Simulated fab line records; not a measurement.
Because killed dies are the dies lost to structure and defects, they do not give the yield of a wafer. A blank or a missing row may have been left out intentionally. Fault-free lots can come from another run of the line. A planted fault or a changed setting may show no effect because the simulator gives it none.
Which tool was responsible? || flow gf180mcu || 14 lots, 42 wafers sampled, at 5 steps of a route of 602

WHAT THE GAUGES READ, wafer by wafer
GF_CONTACT_THK_MEAS_03.
{"lot": "L315", "measured": "day 15 23:46", "on": "film_metro-01", "CONTACT_CVD_02_THK (nm)": "872 878 882"}
{"lot": "L318", "measured": "day 17 01:31", "on": "film_metro-03", "CONTACT_CVD_02_THK (nm)": "270 288 288"}
{"lot": "L320", "measured": "day 17 21:27", "on": "film_metro-04", "CONTACT_CVD_02_THK (nm)": "854 855 865"}
{"lot": "L322", "measured": "day 18 09:38", "on": "film_metro-01", "CONTACT_CVD_02_THK (nm)": "303 298 285"}
{"lot": "L326", "measured": "day 19 18:35", "on": "film_metro-01", "CONTACT_CVD_02_THK (nm)": "852 867 878"}
{"lot": "L328", "measured": "day 20 12:27", "on": "film_metro-03", "CONTACT_CVD_02_THK (nm)": "838 856 858"}
{"lot": "L329", "measured": "day 20 20:18", "on": "film_metro-04", "CONTACT_CVD_02_THK (nm)": "890 863 882"}
{"lot": "L330", "measured": "day 21 05:14", "on": "film_metro-04", "CONTACT_CVD_02_THK (nm)": "840 837 862"}
{"lot": "L331", "measured": "day 21 13:47", "on": "film_metro-03", "CONTACT_CVD_02_THK (nm)": "883 878 870"}
{"lot": "L332", "measured": "day 21 20:16", "on": "film_metro-04", "CONTACT_CVD_02_THK (nm)": "835 861 865"}
{"lot": "L333", "measured": "day 22 05:02", "on": "film_metro-01", "CONTACT_CVD_02_THK (nm)": "848 861 890"}
{"lot": "L334", "measured": "day 22 12:43", "on": "film_metro-01", "CONTACT_CVD_02_THK (nm)": "844 865 879"}
{"lot": "L335", "measured": "day 23 00:46", "on": "film_metro-01", "CONTACT_CVD_02_THK (nm)": "841 831 842"}
{"lot": "L336", "measured": "day 23 04:29", "on": "film_metro-04", "CONTACT_CVD_02_THK (nm)": "870 865 890"}

GF_CONTACT_BOW_MEAS_05.
{"lot": "L315", "measured": "day 16 00:08", "on": "film_metro-01", "CONTACT_BOW (um)": "67 67 65"}
{"lot": "L318", "measured": "day 17 02:02", "on": "film_metro-03", "CONTACT_BOW (um)": "53 52 53"}
{"lot": "L320", "measured": "day 17 23:07", "on": "film_metro-04", "CONTACT_BOW (um)": "76 71 62"}
{"lot": "L322", "measured": "day 18 10:00", "on": "film_metro-01", "CONTACT_BOW (um)": "64 55 58"}
{"lot": "L326", "measured": "day 19 18:58", "on": "film_metro-01", "CONTACT_BOW (um)": "75 67 67"}
{"lot": "L328", "measured": "day 20 12:49", "on": "film_metro-01", "CONTACT_BOW (um)": "55 72 69"}
{"lot": "L329", "measured": "day 20 20:40", "on": "film_metro-04", "CONTACT_BOW (um)": "62 52 59"}
{"lot": "L330", "measured": "day 21 05:37", "on": "film_metro-04", "CONTACT_BOW (um)": "66 66 71"}
{"lot": "L331", "measured": "day 21 14:08", "on": "film_metro-03", "CONTACT_BOW (um)": "61 68 54"}
{"lot": "L332", "measured": "day 21 20:38", "on": "film_metro-03", "CONTACT_BOW (um)": "51 63 66"}
{"lot": "L333", "measured": "day 22 05:23", "on": "film_metro-01", "CONTACT_BOW (um)": "67 71 67"}
{"lot": "L334", "measured": "day 22 13:05", "on": "film_metro-01", "CONTACT_BOW (um)": "52 72 62"}
{"lot": "L335", "measured": "day 23 01:08", "on": "film_metro-03", "CONTACT_BOW (um)": "68 62 63"}
{"lot": "L336", "measured": "day 23 04:51", "on": "film_metro-04", "CONTACT_BOW (um)": "65 63 71"}

WHICH TOOL RAN EACH LOT (tool, then ch and the chambers of the sampled wafers, then the start)
{"lot": "L315", "GF_PSD_RTA_13": "rtp_anneal-01 ch 0, day 15 00:16", "GF_SAB_STRIP_13": "plasma_asher-02 ch 0,1, day 15 22:52", "GF_CONTACT_CVD_02": "pecvd-01 ch 0,1, day 15 23:40"}
{"lot": "L318", "GF_PSD_RTA_13": "rtp_anneal-02 ch 0, day 16 02:04", "GF_SAB_STRIP_13": "plasma_asher-02 ch 0,1, day 17 00:37", "GF_CONTACT_CVD_02": "pecvd-04 ch 0,1, day 17 01:25"}
{"lot": "L320", "GF_PSD_RTA_13": "rtp_anneal-02 ch 0, day 16 20:39", "GF_SAB_STRIP_13": "plasma_asher-04 ch 0, day 17 20:29", "GF_CONTACT_CVD_02": "pecvd-02 ch 0,1,2, day 17 21:22"}
{"lot": "L322", "GF_PSD_RTA_13": "rtp_anneal-02 ch 0, day 17 09:16", "GF_SAB_STRIP_13": "plasma_asher-02 ch 0,1, day 18 08:41", "GF_CONTACT_CVD_02": "pecvd-04 ch 0,1,2, day 18 09:33"}
{"lot": "L326", "GF_PSD_RTA_13": "rtp_anneal-02 ch 0, day 18 16:37", "GF_SAB_STRIP_13": "plasma_asher-02 ch 0,1, day 19 17:41", "GF_CONTACT_CVD_02": "pecvd-02 ch 0,1,2, day 19 18:31"}
{"lot": "L328", "GF_PSD_RTA_13": "rtp_anneal-01 ch 0, day 19 10:21", "GF_SAB_STRIP_13": "plasma_asher-04 ch 0,1, day 20 11:32", "GF_CONTACT_CVD_02": "pecvd-02 ch 0,2, day 20 12:22"}
{"lot": "L329", "GF_PSD_RTA_13": "rtp_anneal-01 ch 0, day 19 18:51", "GF_SAB_STRIP_13": "plasma_asher-04 ch 0,1, day 20 19:23", "GF_CONTACT_CVD_02": "pecvd-04 ch 0,1,2, day 20 20:14"}
{"lot": "L330", "GF_PSD_RTA_13": "rtp_anneal-01 ch 0, day 20 03:34", "GF_SAB_STRIP_13": "plasma_asher-01 ch 0,1, day 21 04:20", "GF_CONTACT_CVD_02": "pecvd-02 ch 1,2, day 21 05:10"}
{"lot": "L331", "GF_PSD_RTA_13": "rtp_anneal-01 ch 0, day 20 12:04", "GF_SAB_STRIP_13": "plasma_asher-01 ch 0,1, day 21 12:53", "GF_CONTACT_CVD_02": "pecvd-04 ch 0,1,2, day 21 13:43"}
{"lot": "L332", "GF_PSD_RTA_13": "rtp_anneal-01 ch 0, day 20 18:21", "GF_SAB_STRIP_13": "plasma_asher-02 ch 0, day 21 19:21", "GF_CONTACT_CVD_02": "pecvd-01 ch 0,2, day 21 20:11"}
{"lot": "L333", "GF_PSD_RTA_13": "rtp_anneal-02 ch 0, day 21 04:14", "GF_SAB_STRIP_13": "plasma_asher-04 ch 0,1, day 22 04:08", "GF_CONTACT_CVD_02": "pecvd-04 ch 0,1,2, day 22 04:58"}
{"lot": "L334", "GF_PSD_RTA_13": "rtp_anneal-02 ch 0, day 21 11:51", "GF_SAB_STRIP_13": "plasma_asher-01 ch 0,1, day 22 11:40", "GF_CONTACT_CVD_02": "pecvd-04 ch 1,2, day 22 12:37"}
{"lot": "L335", "GF_PSD_RTA_13": "rtp_anneal-01 ch 0, day 21 23:54", "GF_SAB_STRIP_13": "plasma_asher-02 ch 0,1, day 22 23:48", "GF_CONTACT_CVD_02": "pecvd-02 ch 0,1, day 23 00:41"}
{"lot": "L336", "GF_PSD_RTA_13": "rtp_anneal-01 ch 0, day 22 03:51", "GF_SAB_STRIP_13": "plasma_asher-02 ch 0, day 23 03:23", "GF_CONTACT_CVD_02": "pecvd-04 ch 1,2, day 23 04:22"}
- GF_PSD_RTA_13: time 20 s.
- GF_SAB_STRIP_13: strips in O2/N2.
- GF_CONTACT_CVD_02: deposits SiO2 from TEOS, target thk 860 nm, time 95.992 s.

AS READ BY THE TOOLS THEMSELVES (means over the sampled wafers that have a number; for cases with no such wafer, the mark the record gives instead)
GF_PSD_RTA_13.
{"lot": "L315", "tool": "rtp_anneal-01", "lamp_power_pct (%)": 39.1, "wafer_temp_C_max": 1029.8}
{"lot": "L318", "tool": "rtp_anneal-02", "lamp_power_pct (%)": 37.6, "wafer_temp_C_max": 1030.8}
{"lot": "L320", "tool": "rtp_anneal-02", "lamp_power_pct (%)": 37.5, "wafer_temp_C_max": 1028.9}
{"lot": "L322", "tool": "rtp_anneal-02", "lamp_power_pct (%)": 37.6, "wafer_temp_C_max": 1028.9}
{"lot": "L326", "tool": "rtp_anneal-02", "lamp_power_pct (%)": 37.6, "wafer_temp_C_max": 1028.9}
{"lot": "L328", "tool": "rtp_anneal-01", "lamp_power_pct (%)": 39.1, "wafer_temp_C_max": 1028.2}
{"lot": "L329", "tool": "rtp_anneal-01", "lamp_power_pct (%)": 39.1, "wafer_temp_C_max": 1029.4}
{"lot": "L330", "tool": "rtp_anneal-01", "lamp_power_pct (%)": 39.1, "wafer_temp_C_max": 1029.2}
{"lot": "L331", "tool": "rtp_anneal-01", "lamp_power_pct (%)": 39.1, "wafer_temp_C_max": 1029.3}
{"lot": "L332", "tool": "rtp_anneal-01", "lamp_power_pct (%)": 39.1, "wafer_temp_C_max": 1028.8}
{"lot": "L333", "tool": "rtp_anneal-02", "lamp_power_pct (%)": 37.5, "wafer_temp_C_max": 1029.9}
{"lot": "L334", "tool": "rtp_anneal-02", "lamp_power_pct (%)": 37.5, "wafer_temp_C_max": 1028.8}
{"lot": "L335", "tool": "rtp_anneal-01", "lamp_power_pct (%)": 39.1, "wafer_temp_C_max": 1029.6}
{"lot": "L336", "tool": "rtp_anneal-01", "lamp_power_pct (%)": 39.1, "wafer_temp_C_max": 1027.7}

GF_SAB_STRIP_13.
{"lot": "L315", "tool": "plasma_asher-02", "drypump_motor_current_A (A)": 6.5, "heater_power_w (W)": 310, "o2_flow_sccm (sccm)": 3010, "oes_product_au (a.u.)": 0.706, "strip_time_to_endpoint_s (s)": 12.56}
{"lot": "L318", "tool": "plasma_asher-02", "drypump_motor_current_A (A)": 6.4, "heater_power_w (W)": 335, "o2_flow_sccm (sccm)": 2994, "oes_product_au (a.u.)": 0.711, "strip_time_to_endpoint_s (s)": 12.61}
{"lot": "L320", "tool": "plasma_asher-04", "drypump_motor_current_A (A)": 5.5, "heater_power_w (W)": 313, "o2_flow_sccm (sccm)": 3006, "oes_product_au (a.u.)": 0.709, "strip_time_to_endpoint_s (s)": 12.63}
{"lot": "L322", "tool": "plasma_asher-02", "drypump_motor_current_A (A)": 6.4, "heater_power_w (W)": 332, "o2_flow_sccm (sccm)": 2997, "oes_product_au (a.u.)": 0.711, "strip_time_to_endpoint_s (s)": 12.64}
{"lot": "L326", "tool": "plasma_asher-02", "drypump_motor_current_A (A)": 6.4, "heater_power_w (W)": 336, "o2_flow_sccm (sccm)": 2997, "oes_product_au (a.u.)": 0.710, "strip_time_to_endpoint_s (s)": 12.69}
{"lot": "L328", "tool": "plasma_asher-04", "drypump_motor_current_A (A)": 5.5, "heater_power_w (W)": 297, "o2_flow_sccm (sccm)": 3003, "oes_product_au (a.u.)": 0.710, "strip_time_to_endpoint_s (s)": 12.63}
{"lot": "L329", "tool": "plasma_asher-04", "drypump_motor_current_A (A)": 5.5, "heater_power_w (W)": 296, "o2_flow_sccm (sccm)": 2988, "oes_product_au (a.u.)": 0.710, "strip_time_to_endpoint_s (s)": 12.63}
{"lot": "L330", "tool": "plasma_asher-01", "drypump_motor_current_A (A)": 5.6, "heater_power_w (W)": 337, "o2_flow_sccm (sccm)": 3001, "oes_product_au (a.u.)": 0.711, "strip_time_to_endpoint_s (s)": 12.64}
{"lot": "L331", "tool": "plasma_asher-01", "drypump_motor_current_A (A)": 5.6, "heater_power_w (W)": 311, "o2_flow_sccm (sccm)": 3003, "oes_product_au (a.u.)": 0.708, "strip_time_to_endpoint_s (s)": 12.61}
{"lot": "L332", "tool": "plasma_asher-02", "drypump_motor_current_A (A)": 6.3, "heater_power_w (W)": 354, "o2_flow_sccm (sccm)": 3006, "oes_product_au (a.u.)": 0.710, "strip_time_to_endpoint_s (s)": 12.67}
{"lot": "L333", "tool": "plasma_asher-04", "drypump_motor_current_A (A)": 5.5, "heater_power_w (W)": 307, "o2_flow_sccm (sccm)": 2997, "oes_product_au (a.u.)": 0.712, "strip_time_to_endpoint_s (s)": 12.68}
{"lot": "L334", "tool": "plasma_asher-01", "drypump_motor_current_A (A)": 5.6, "heater_power_w (W)": 310, "o2_flow_sccm (sccm)": 2994, "oes_product_au (a.u.)": 0.711, "strip_time_to_endpoint_s (s)": 12.58}
{"lot": "L335", "tool": "plasma_asher-02", "drypump_motor_current_A (A)": 6.4, "heater_power_w (W)": 331, "o2_flow_sccm (sccm)": 2987, "oes_product_au (a.u.)": 0.708, "strip_time_to_endpoint_s (s)": 12.59}
{"lot": "L336", "tool": "plasma_asher-02", "drypump_motor_current_A (A)": 6.3, "heater_power_w (W)": 354, "o2_flow_sccm (sccm)": 2999, "oes_product_au (a.u.)": 0.712, "strip_time_to_endpoint_s (s)": 12.61}

GF_CONTACT_CVD_02.
{"lot": "L315", "tool": "pecvd-01", "heater_power_w (W)": 635}
{"lot": "L318", "tool": "pecvd-04", "heater_power_w (W)": 660}
{"lot": "L320", "tool": "pecvd-02", "heater_power_w (W)": 753}
{"lot": "L322", "tool": "pecvd-04", "heater_power_w (W)": 687}
{"lot": "L326", "tool": "pecvd-02", "heater_power_w (W)": 719}
{"lot": "L328", "tool": "pecvd-02", "heater_power_w (W)": 718}
{"lot": "L329", "tool": "pecvd-04", "heater_power_w (W)": 613}
{"lot": "L330", "tool": "pecvd-02", "heater_power_w (W)": 751}
{"lot": "L331", "tool": "pecvd-04", "heater_power_w (W)": 641}
{"lot": "L332", "tool": "pecvd-01", "heater_power_w (W)": 638}
{"lot": "L333", "tool": "pecvd-04", "heater_power_w (W)": 626}
{"lot": "L334", "tool": "pecvd-04", "heater_power_w (W)": 634}
{"lot": "L335", "tool": "pecvd-02", "heater_power_w (W)": 693}
{"lot": "L336", "tool": "pecvd-04", "heater_power_w (W)": 672}

THE ANSWER, worked out from the rows above alone
Rule: the usual values come from the lots themselves. Put in order of their means at a reading, lots are off if they are a third of the lots or fewer, leave a main group of 4 or more, and stand apart from it by a gap of 3 or more times the standard deviation of the main group's means; of several such gaps the widest counts. The tables above print the reading to a certain number of digits; a main group whose means all agree to those digits is not used. Also off: a lot with no number at a reading for which 4 or more lots have one. All remaining lots with rows at the step are treated as sound. After the gauges, taken in route order, come the tools' own readings; for these a lot's mean is taken, as printed above. At the first step where some lot is off, the reading lying furthest off is the one used; lots without a number count as furthest.
Off: at GF_CONTACT_THK_MEAS_03 (CONTACT_CVD_02_THK), L318, L322. The main group: mean 862 nm, standard deviation 13.
If a tool, at a process step before that reading, ran all the lots that are off and no sound lot after the first of them, it fits. The gauges at GF_CONTACT_THK_MEAS_03 are tried like those tools. Not one of the candidates tried fits.

WHAT WAS PUT IN BY THE SIMULATOR
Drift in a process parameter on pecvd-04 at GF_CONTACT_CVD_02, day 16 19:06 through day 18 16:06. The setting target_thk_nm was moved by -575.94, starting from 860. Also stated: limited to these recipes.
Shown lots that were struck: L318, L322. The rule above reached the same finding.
